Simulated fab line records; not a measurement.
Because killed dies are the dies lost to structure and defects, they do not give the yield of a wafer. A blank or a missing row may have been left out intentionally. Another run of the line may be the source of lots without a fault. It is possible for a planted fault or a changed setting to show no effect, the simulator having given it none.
Check for tools in common    flow gf180mcu    Sampled: 11 lots, 39 wafers

## WHY THIS WAS OPENED
Of 11 lots, 2 have the reading NSD_TW flagged at GF_NSD_TW_MEAS_12. Fault-free wafers read 4221, with a standard deviation of 31.
Rule: a lot is flagged in two cases, either no wafer of it has a number, or all its wafers with numbers fall more than 4 standard deviations from that mean. The rest of the lots are taken to be sound.

lot   measured      on             NSD_TW, wafer by wafer         flag
L829  day 14 00:55  film-metro-01  4172 4169 4173                 
L830  day 14 09:30  film-metro-03  4228 4227 4220                 
L834  day 15 20:45  film-metro-04  4205 4214 4205                 
L836  day 16 10:49  film-metro-01  4201 4190 4158                 
L838  day 17 04:44  film-metro-04  3954 3941 3950 3954 3948 3942  FLAGGED
L840  day 18 03:24  film-metro-01  4222 4224 4210                 
L841  day 18 10:31  film-metro-03  4008 3994 3998 4004 4000 4006  FLAGGED
L845  day 19 23:01  film-metro-03  4253 4269 4282                 
L848  day 20 17:09  film-metro-04  4238 4239 4238                 
L849  day 21 04:03  film-metro-03  4267 4265 4270                 
L850  day 21 13:38  film-metro-03  4243 4232 4244                 
Average over the flagged lots: 3975; offset from the usual -246, equal to -8 standard deviations.

## WHICH TOOL EACH LOT WENT THROUGH
2 process steps preceding the reading are held in the record, out of 602 steps in the route. Each cell gives the tool, then ch followed by the chambers the sampled wafers passed through, then the start.
lot   flag     GF_NSD_IMPLANT_09                GF_NSD_STRIP_11
L829           implanter-02 ch 0, day 14 00:32  plasma-asher-02 ch 0,1, day 14 00:50
L830           implanter-03 ch 0, day 14 09:06  plasma-asher-03 ch 0,1, day 14 09:24
L834           implanter-01 ch 0, day 15 20:21  plasma-asher-02 ch 0, day 15 20:39
L836           implanter-03 ch 0, day 16 10:25  plasma-asher-04 ch 0,1, day 16 10:42
L838  FLAGGED  implanter-01 ch 0, day 17 04:20  plasma-asher-02 ch 1, day 17 04:38
L840           implanter-02 ch 0, day 18 03:00  plasma-asher-02 ch 0,1, day 18 03:18
L841  FLAGGED  implanter-01 ch 0, day 18 10:08  plasma-asher-04 ch 0,1, day 18 10:24
L845           implanter-03 ch 0, day 19 22:39  plasma-asher-04 ch 0,1, day 19 22:56
L848           implanter-01 ch 0, day 20 16:45  plasma-asher-02 ch 0,1, day 20 17:03
L849           implanter-01 ch 0, day 21 03:39  plasma-asher-03 ch 0,1, day 21 03:57
L850           implanter-02 ch 0, day 21 13:13  plasma-asher-04 ch 0,1, day 21 13:31
What these steps do:
- GF_NSD_IMPLANT_09
- GF_NSD_STRIP_11: strips in O2/N2.
- GF_NSD_TW_MEAS_12

## FLAGGED OVER TOTAL, TOOL BY TOOL (the gauges that took the reading come last)
step               tool             lots run  flagged  share of the flagged lots  sound lots run after its first flagged lot
GF_NSD_IMPLANT_09  implanter-01     5         2        all                        2 (L848,L849)
GF_NSD_IMPLANT_09  implanter-02     3         0        none                       -
GF_NSD_IMPLANT_09  implanter-03     3         0        none                       -
GF_NSD_STRIP_11    plasma-asher-02  5         1        some                       2 (L840,L848)
GF_NSD_STRIP_11    plasma-asher-03  2         0        none                       -
GF_NSD_STRIP_11    plasma-asher-04  4         1        some                       2 (L845,L850)
GF_NSD_TW_MEAS_12  film-metro-01    3         0        none                       -
GF_NSD_TW_MEAS_12  film-metro-03    5         1        some                       3 (L845,L849,L850)
GF_NSD_TW_MEAS_12  film-metro-04    3         1        some                       1 (L848)

## WHAT THE TABLE ALLOWS
1 row of the table ran every flagged lot: implanter-01 at GF_NSD_IMPLANT_09.
- implanter-01 at GF_NSD_IMPLANT_09: 2 of its 5 lots flagged. Lots that were sound ran on it after the first flagged one (L848, L849); a persistent fault on the entire tool would not allow that. Its own readings (beam-on-s, dose-ions-cm2, faraday-current-uA) fall more than 4 standard deviations out on all wafers of the flagged lots.
No row of the table ran every flagged lot and no sound lot after the first.

## WHAT THE SIMULATOR PUT IN
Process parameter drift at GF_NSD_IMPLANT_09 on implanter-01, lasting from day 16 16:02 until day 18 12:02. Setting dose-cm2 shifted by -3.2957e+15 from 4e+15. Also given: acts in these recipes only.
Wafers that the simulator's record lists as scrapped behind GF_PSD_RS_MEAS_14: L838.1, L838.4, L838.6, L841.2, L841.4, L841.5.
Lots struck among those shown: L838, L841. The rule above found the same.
